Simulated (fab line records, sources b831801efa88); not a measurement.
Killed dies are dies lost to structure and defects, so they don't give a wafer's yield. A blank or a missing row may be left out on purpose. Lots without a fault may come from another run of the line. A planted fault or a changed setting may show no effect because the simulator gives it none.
One fault seen from 2 desks | flow sky130 | each desk has only its own numbers; what lay behind them comes last

THE TOOL OWNER'S DESK: rie_diel-01
The tool's own readings at SKY_SPACER_ETCHBACK_02 (etches Si3N4 in CH3F/O2, stops on SiO2, time 46.7 s, target depth 45 nm): means of the sampled wafers that have a number, for each lot that ran on this tool. A lot is out of limits, marked OUT, if its mean lies more than 4 standard deviations from the usual mean; the brackets give that distance.
Columns: A = drypump_motor_current_A at SKY_SPACER_ETCHBACK_02, usual 5.6 A; B = oes_product_au at SKY_SPACER_ETCHBACK_02, usual 0.857 a.u.; C = run_length_s at SKY_SPACER_ETCHBACK_02, usual 75.0 s; D = throttle_valve_pct at SKY_SPACER_ETCHBACK_02, usual 10.564 %
lot  | first seen here | A   | B                | C              | D
L305 | day 22 21:41    | 5.5 | 0.853            | 75.0           | 10.561
L311 | day 25 19:16    | 5.5 | 0.864            | 75.5           | 10.568
L312 | day 26 12:46    | 5.4 | 0.865            | 75.4           | 10.574
L316 | day 27 02:52    | 5.5 | 0.780 (-11) OUT  | 85.0 (+23) OUT | 10.546
L317 | day 27 13:07    | 5.5 | 0.788 (-9.8) OUT | 84.9 (+23) OUT | 10.550
L321 | day 28 17:34    | 5.5 | 0.716 (-20) OUT  | 95.3 (+47) OUT | 10.541
This desk's finding: out of limits on L316, L317, L321; first on L316, day 27 02:52 (oes_product_au at SKY_SPACER_ETCHBACK_02). In limits: L305, L311, L312.

THE METROLOGY DESK
What the gauges read, lot by lot, whatever tool the lot ran on: means of the sampled wafers that have a number. A lot is out of limits, marked OUT, if its mean lies more than 4 standard deviations from the usual mean; the brackets give that distance.
Columns: A = NWELL_01_OVL at SKY_NWELL_OVL_MEAS_23, usual -0.3 nm; B = SONOS_ONO_OXIDATION_THK at SKY_SONOS_ONO_THK_MEAS_01, usual 2.62 nm
lot  | first seen here | A    | B
L305 | day 5 03:10     | -1.2 | 2.59
L306 | day 5 13:15     | -0.9 | 2.61
L308 | day 6 03:49     | -0.0 | 2.61
L311 | day 7 02:51     | 0.2  | 2.60
L310 | day 7 04:37     | -0.7 | 2.69
L312 | day 7 11:22     | 0.8  | 2.65
L316 | day 8 02:29     | -2.7 | 2.69
L317 | day 8 11:37     | 0.1  | 2.54
L321 | day 9 09:13     | 0.0  | 2.62
L324 | day 10 06:12    | -1.1 | 2.68
L325 | day 10 12:37    | -3.0 | 2.65
L326 | day 10 23:37    | -0.2 | 2.59
This desk's finding: nothing out of limits on any of the 12 lots.

PUT TOGETHER
The tool owner's desk could have raised an alarm at day 27 02:52, on L316, L317, L321.
The metrology desk saw nothing out of limits.
The metrology desk has L316, L317, L321 on record, within its limits.
Of the lots named, all ran SKY_SPACER_ETCHBACK_02 on rie_diel-01.

WHAT THE SIMULATOR HAD PUT IN
Process parameter drift: rie_diel-01, from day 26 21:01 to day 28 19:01, at SKY_SPACER_ETCHBACK_02. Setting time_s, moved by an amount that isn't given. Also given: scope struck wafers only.
Lots struck among those shown: L316, L317, L321.
Hours from the fault's start to each desk's first reading out of limits: the tool owner's desk, 6.
